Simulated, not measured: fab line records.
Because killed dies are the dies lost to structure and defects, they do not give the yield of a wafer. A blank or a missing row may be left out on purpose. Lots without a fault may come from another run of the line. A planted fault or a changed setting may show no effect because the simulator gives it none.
A lot that was struck, set against a sound lot ; flow sky130 ; 14 steps out of a route of 708
Sound: wafers L420.3, L420.4, L420.6. Wafers struck: L430.3, L430.5, L430.6. The cause comes at the end.
At each step with rows: each side's tool, then ch and its chambers, then its first start. Under that, the readings that differ: sound wafers ; struck wafers ; difference of the means ; sigmas: that difference in standard deviations of wafers without a fault.
alike: words and numbers the same on both sides, and readings whose means are apart by under 2 such deviations; not compared: readings that were withheld, readings missing a value for some wafer, numbers with overlapping values and no deviation given by the record, and bounds like >300 which may hide the same value.
The two part at a step that has a row with sigmas, a row that says differs or no value, or rows on one side only. Numbers that don't overlap but have no deviation are shown without sigmas and don't part them. A reading missing from all wafers of one side parts the sides only when that side holds two or more wafers.

SKY_FIELD_ISO_ETCH_14: etches BARC in N2/H2, stops on SiO2, time 45.9 s, target depth 60 nm.
  sound on rie_diel-01 ch 0,1,2, day 3 07:17; struck on rie_diel-04 ch 1,3, day 5 13:01
  alike: drypump_motor_current_A, oes_product_au, throttle_valve_pct
  not compared: rf_hours_counter_h
SKY_FIELD_ISO_ETCH_15: etches the open film in CHF3/O2, stops on Si, target depth 180 nm, time 72 s.
  sound on rie_diel-01 ch 0,1,2, day 3 07:19; struck on rie_diel-04 ch 1,3, day 5 13:03
  alike: drypump_motor_current_A, oes_product_au, throttle_valve_pct
  not compared: rf_hours_counter_h
SKY_FIELD_ISO_STRIP_16: strips in O2/N2.
  sound on plasma_asher-04 ch 0,1, day 3 07:25; struck on plasma_asher-02 ch 0,1, day 5 13:08
reading;sound;struck;difference;sigmas
drypump_motor_current_A (A);5.9 6.2 6.2;4.9 5.5 4.9;-1.0;-2
  alike: oes_product_au, strip_time_to_endpoint_s
  not compared: rf_hours_counter_h
SKY_FIELD_ISO_ETCH_17: etches Si in HBr/Cl2/O2, target depth 342 nm, time 97.7 s.
  sound on rie_si-01 ch 0,1,3, day 3 07:29; struck on rie_si-01 ch 1,2,3, day 5 13:13
  alike: drypump_motor_current_A, oes_product_au, throttle_valve_pct
  not compared: rf_hours_counter_h
then, 5 steps without rows for these wafers: SKY_FIELD_ISO_WET_ETCH_18 (etches Si3N4 in H3PO4, target depth 25 nm, time 286 s); SKY_FIELD_ISO_CLEAN_19 (cleans in SC1/SC2, time 150 s); SKY_FIELD_ISO_CLEAN_20 (cleans in dHF, time 20 s); SKY_FIELD_ISO_WET_ETCH_21 (etches SiO2 in dHF, target depth 20 nm, time 400 s); SKY_FIELD_ISO_OXIDATION_22 (stabilise 600 s, purge 300 s, target thk 10 nm).
SKY_FIELD_ISO_THK_MEAS_23:
  sound: film_metro-01 at day 3 09:38; struck: film_metro-01 at day 5 14:55
  alike: FIELD_ISO_OXIDATION_01_THK
then, 1 step without rows for these wafers: SKY_FIELD_ISO_CVD_24 (deposits SiO2, target thk 595 nm, time 99.2 s).
SKY_FIELD_ISO_THK_MEAS_25:
  sound: film_metro-01 at day 3 09:46; struck: film_metro-02 at day 5 15:03
  alike: FIELD_ISO_CVD_24_THK
SKY_FIELD_ISO_ANNEAL_26: time 1800 s.
  struck on furnace-01, day 5 15:05; sound on furnace-01 ch 0, day 3 14:52
  no value came back on the struck wafers for spike_tc_bottom_C (C), spike_tc_centre_C (C), zone_power_top_pct (%); on the sound wafers spike_tc_bottom_C (C) reads 1018.9 1018.6 1017.9
SKY_FIELD_ISO_CMP_27: polishes, stops on Si3N4, t overpolish 16 s, target thk 457.8 nm.
  sound on cmp-02 ch 1,2,3, day 3 16:45; struck on cmp-02 ch 1,2, day 5 16:35
  alike: motor_current_A, overpolish_run_s, time_to_endpoint_s

== WHERE THEY PART ==
Last at SKY_FIELD_ISO_ANNEAL_26 as far as this record goes, first at SKY_FIELD_ISO_STRIP_16. Later steps at which nothing parts them and some readings are alike: SKY_FIELD_ISO_CMP_27.

WHY: what had been put in by the simulator
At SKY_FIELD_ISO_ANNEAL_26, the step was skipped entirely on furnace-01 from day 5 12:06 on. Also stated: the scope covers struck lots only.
